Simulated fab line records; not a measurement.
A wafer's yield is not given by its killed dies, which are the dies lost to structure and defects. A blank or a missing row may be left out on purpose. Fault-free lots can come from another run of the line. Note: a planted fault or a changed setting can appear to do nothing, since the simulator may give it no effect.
Comparing a struck lot with a sound one	flow sky130	15 steps out of a route of 708
Sound: the wafers L574.2, L574.3, L574.5. Wafers L581.1, L581.3, L581.4 were the ones struck. The cause is given at the end.
Per side, at each step with rows, come the tool, then ch with its chambers, and then its first start. Under that, the readings that differ: sound wafers	struck wafers	difference of the means	sigmas: that difference in standard deviations of wafers without a fault.
alike: a reading whose means differ by less than 2 such deviations, as well as words and numbers matching on both sides. not compared: withheld readings; readings where some wafer has no value; bounds like >300 that might hide an equal value; numbers whose values overlap and for which the record gives no deviation.
The two part at a step that has a row with sigmas, a row that says differs or no value, or rows on one side only. Numbers that have no deviation but don't overlap get no sigmas and don't part them. A reading that every wafer of one side lacks parts them only if that side has two wafers or more.

first, 6 steps without rows for these wafers: SKY_GATE_OXIDE_HMDS_04 (prime time 60 s); SKY_GATE_OXIDE_COAT_05 (resist thk 1140 nm); SKY_GATE_OXIDE_SOFTBAKE_06 (time 60 s); SKY_GATE_OXIDE_EXPOSE_07 (exposes mask LVOM, target cd 600 nm); SKY_GATE_OXIDE_PEB_08; SKY_GATE_OXIDE_DEVELOP_09 (develop time 60 s).
SKY_GATE_OXIDE_OVL_MEAS_10:
  sound on overlay-01 at day 12 06:28; struck on overlay-02 at day 16 15:22
reading	sound	struck	difference	sigmas
GATE_OXIDE_OVL (nm)	-1.6 -2.6 -2.8	1.1 2.6 2.3	+4.3	+3
then, 2 steps without rows for these wafers: SKY_GATE_OXIDE_IMPLANT_11; SKY_GATE_OXIDE_WET_ETCH_12 (etches SiO2 in dHF, target depth 16.8 nm, time 336 s).
SKY_GATE_OXIDE_STRIP_13: strips in O2/N2.
  sound on plasma asher-02 ch 0,1, day 12 06:44; struck on plasma asher-03 ch 0,1, day 16 15:46
  alike: drypump motor current A, oes product au, strip time to endpoint s
  not compared: rf hours counter h
SKY_GATE_OXIDE_TW_MEAS_14:
  sound on film metro-01 at day 12 06:51; struck on film metro-03 at day 16 15:52
  alike: GATE_OXIDE_TW
then, 1 step without rows for these wafers: SKY_GATE_OXIDE_CLEAN_15 (cleans in SC1/SC2, time 150 s).
SKY_GATE_OXIDE_OXIDATION_16: stabilise 600 s, purge 300 s, target thk 3.57 nm.
  sound on furnace-01 ch 0, day 12 08:42; struck on furnace-01 ch 0, day 17 01:12
  alike: ox temp c, ramp down c per min, spike tc bottom C, spike tc top C, tube_center_temp_C_max, zone power bottom pct
then, 1 step without rows for these wafers: SKY_POLY_GATE_CVD_00 (deposits poly-Si, target thk 180 nm, time 720 s).
-- here the record skips 31 days between the struck wafers' starts before and after, leaving off in module POLY_GATE and picking up in module PAD_OPEN (first step shown: number 708 of the route) --
SKY_PAD_OPEN_PROBE_99:
  sound on prober-02 at day 44 18:47; struck on prober-01 at day 48 00:50
reading	sound	struck	difference	sigmas
killed at contacts	33 35 23	21 23 15	-11	-2
killed dies	102 97 105	90 80 73	-20	-2
model.etest.pfet_01v8.r on ohm um	2995 2991 2962	3810 3773 3763	+799	
model.etest.nfet_16v.r on ohm um	1.386e+04 1.394e+04 1.392e+04	1.525e+04 1.529e+04 1.536e+04	+1.393e+03	
model.etest.nfet_01v8.r on ohm um	868.2 875.5 872.1	1260 1245 1282	+390	
model.etest.tip sonos.rs ohm sq	2606 2640 2639	3105 3062 3144	+475	
model.etest.pfet g5v0d10v5.r on ohm um	4882 4923 4856	5129 5051 5116	+212	
model.etest.tip p.rs ohm sq	6836 6891 6860	7217 7190 7213	+344	
model.etest.nfet_01v8_lvt.drive ua um	548.7 554.5 550.1	348.3 347.3 342.8	-205.0	
  alike: killed_at_M0_to_M3, killed_at_M4_up, killed at front end, killed at other, killed open, killed short
  not compared: model.etest.pfet_16v.r on ohm um

## WHERE THEY PART
At SKY_GATE_OXIDE_OVL_MEAS_10 first; at SKY_PAD_OPEN_PROBE_99 last (within this record only).

WHY: the cause the simulator had injected
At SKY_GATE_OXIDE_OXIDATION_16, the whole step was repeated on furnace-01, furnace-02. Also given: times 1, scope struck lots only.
